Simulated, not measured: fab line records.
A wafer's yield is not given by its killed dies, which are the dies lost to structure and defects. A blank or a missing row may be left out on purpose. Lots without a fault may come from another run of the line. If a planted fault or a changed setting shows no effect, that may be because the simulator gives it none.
2 desks looking at one fault | flow gf180mcu | each desk has only its own numbers; what lay behind them comes last

AT THE METROLOGY DESK
Lot by lot, what the gauges showed, no matter which tool ran the lot: averages of those sampled wafers that carry a number. A lot is out of limits, marked OUT, if its mean lies more than 4 standard deviations from the usual mean; the brackets give that distance.
Columns: A = MVPSD_OVL at GF_MVPSD_OVL_MEAS_07, usual -1.1 nm
lot  | first seen here | A
L168 | day 5 08:22     | -1.3
L170 | day 5 23:07     | -3.3
L171 | day 6 05:52     | -1.1
L172 | day 6 11:49     | 1.0
L175 | day 7 06:01     | -2.9
L176 | day 7 11:11     | -0.2
L180 | day 8 11:37     | 0.1
L181 | day 8 16:38     | -1.1
L182 | day 9 02:16     | -1.2
L184 | day 9 11:29     | -0.8
L188 | day 10 13:22    | -2.0
L190 | day 11 03:19    | -1.4
This desk's finding: nothing out of limits on any of the 12 lots.

FOR THE TOOL OWNER'S DESK: furnace-02
The tool's own readings at GF_DUAL_GATE_OXIDATION_15 (stabilise 600 s, purge 300 s, target thk 7.098 nm): means of the sampled wafers that have a number, for each lot that ran on this tool. A lot is out of limits, marked OUT, if its mean lies more than 4 standard deviations from the usual mean; the brackets give that distance. 7 of its 10 readings are shown: the first one out of limits and those lying furthest out on some lot.
Columns: A = spike_tc_bottom_C at GF_DUAL_GATE_OXIDATION_15, usual 864.4 C; B = spike_tc_centre_C at GF_DUAL_GATE_OXIDATION_15, usual 850.4 C; C = spike_tc_lower_C at GF_DUAL_GATE_OXIDATION_15, usual 851.1 C; D = spike_tc_top_C at GF_DUAL_GATE_OXIDATION_15, usual 863.0 C; E = spike_tc_upper_C at GF_DUAL_GATE_OXIDATION_15, usual 850.4 C; F = tube_center_temp_C at GF_DUAL_GATE_OXIDATION_15, usual 849.99 C; G = tube_center_temp_C_max at GF_DUAL_GATE_OXIDATION_15, usual 852.1
lot  | first seen here | A               | B               | C               | D                | E               | F                        | G
L170 | day 9 21:59     | 865.4           | 851.2           | 851.0           | 862.2            | 850.1           | 849.91                   | 851.7
L171 | day 10 05:31    | 865.1           | 851.5           | 850.7           | 861.9            | 850.0           | 849.95                   | 852.0
L176 | day 11 19:47    | 865.3           | 850.5           | 852.5           | 860.3            | 850.2           | 849.93                   | 852.1
L180 | day 12 20:56    | 881.3 (+12) OUT | 867.7 (+17) OUT | 869.3 (+17) OUT | 876.7 (+5.7) OUT | 867.0 (+17) OUT | 866.27 (+99 or more) OUT | 868.3 (+46) OUT
L181 | day 13 04:15    | 881.2 (+12) OUT | 866.8 (+16) OUT | 866.8 (+14) OUT | 875.6 (+5.3) OUT | 866.3 (+16) OUT | 866.27 (+99 or more) OUT | 868.5 (+47) OUT
L182 | day 13 14:15    | 882.6 (+13) OUT | 866.0 (+16) OUT | 868.3 (+16) OUT | 878.2 (+6.3) OUT | 865.6 (+16) OUT | 866.28 (+99 or more) OUT | 868.4 (+47) OUT
This desk finds L180, L181, L182 out of limits, L180 being first, at day 12 20:56 (spike_tc_bottom_C at GF_DUAL_GATE_OXIDATION_15). L170, L171, L176: within limits.

BROUGHT TOGETHER
The tool owner's desk had the chance to raise an alarm at day 12 20:56 on L180, L181, L182.
The metrology desk saw nothing out of limits.
The metrology desk holds a record of L180, L181, L182, inside its limits.
All the named lots went through GF_DUAL_GATE_OXIDATION_15 on furnace-02.

WHAT THE SIMULATOR HAD PUT IN
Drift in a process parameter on furnace-02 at GF_DUAL_GATE_OXIDATION_15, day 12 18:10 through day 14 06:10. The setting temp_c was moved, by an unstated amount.
Lots struck among those shown: L180, L181, L182.
How many hours passed from the start of the fault until each desk's first out-of-limits reading: the tool owner's desk, 3.
